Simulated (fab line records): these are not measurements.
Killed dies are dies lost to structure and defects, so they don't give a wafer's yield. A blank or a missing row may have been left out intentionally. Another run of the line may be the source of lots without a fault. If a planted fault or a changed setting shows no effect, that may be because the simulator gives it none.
Matching of chambers / flow sky130 / SKY_POLY_GATE_ETCH_16 on rie_diel-02: 4 sister chambers
The step etches Si3N4 in CH3F/O2, stops on poly-Si, time 147.5 s, target depth 75 nm. 4 wafers are shown with their chamber, then 7 later ones without.

== WAFERS, EACH WITH ITS CHAMBER ==
wafer=L184.1; chamber=0; drypump_motor_current_A (A)=5.8
wafer=L189.6; chamber=1; drypump_motor_current_A (A)=6.1
wafer=L190.1; chamber=2; drypump_motor_current_A (A)=5.9
wafer=L190.3; chamber=3; drypump_motor_current_A (A)=5.9

== WAFERS WITHOUT THEIR CHAMBER ==
wafer=L190.4; drypump_motor_current_A (A)=6.1
wafer=L192.1; drypump_motor_current_A (A)=5.9
wafer=L192.3; drypump_motor_current_A (A)=6.1
wafer=L192.4; drypump_motor_current_A (A)=5.9
wafer=L201.1; drypump_motor_current_A (A)=6.1
wafer=L201.4; drypump_motor_current_A (A)=5.9
wafer=L201.5; drypump_motor_current_A (A)=5.7

== THE CHAMBER EACH PASSED THROUGH ==
wafer=L190.4; from the rows above=1; in truth=1
wafer=L192.1; from the rows above=can't be placed: 2 or 3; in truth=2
wafer=L192.3; from the rows above=1; in truth=1
wafer=L192.4; from the rows above=can't be placed: 2 or 3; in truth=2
wafer=L201.1; from the rows above=1; in truth=1
wafer=L201.4; from the rows above=can't be placed: 2 or 3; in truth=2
wafer=L201.5; from the rows above=0; in truth=0
Placed correctly: 4 of 7. Cannot be placed on the basis of these rows: 3; the candidates contain the true chamber in 3. Wrongly placed: 0.
How it was worked out, from the rows above alone: a wafer's distance from a chamber is the root of the sum, over the readings, of the square of ((its reading less the chamber's mean) divided by the reading's scatter). The wafer belongs to the nearest chamber; if the next one is less than 2 further off, it can't be placed. Each chamber's mean is taken over the wafers shown for it. The scatter: root of mean squared gap, hidden wafer to nearest shown wafer, with one shown wafer a chamber.
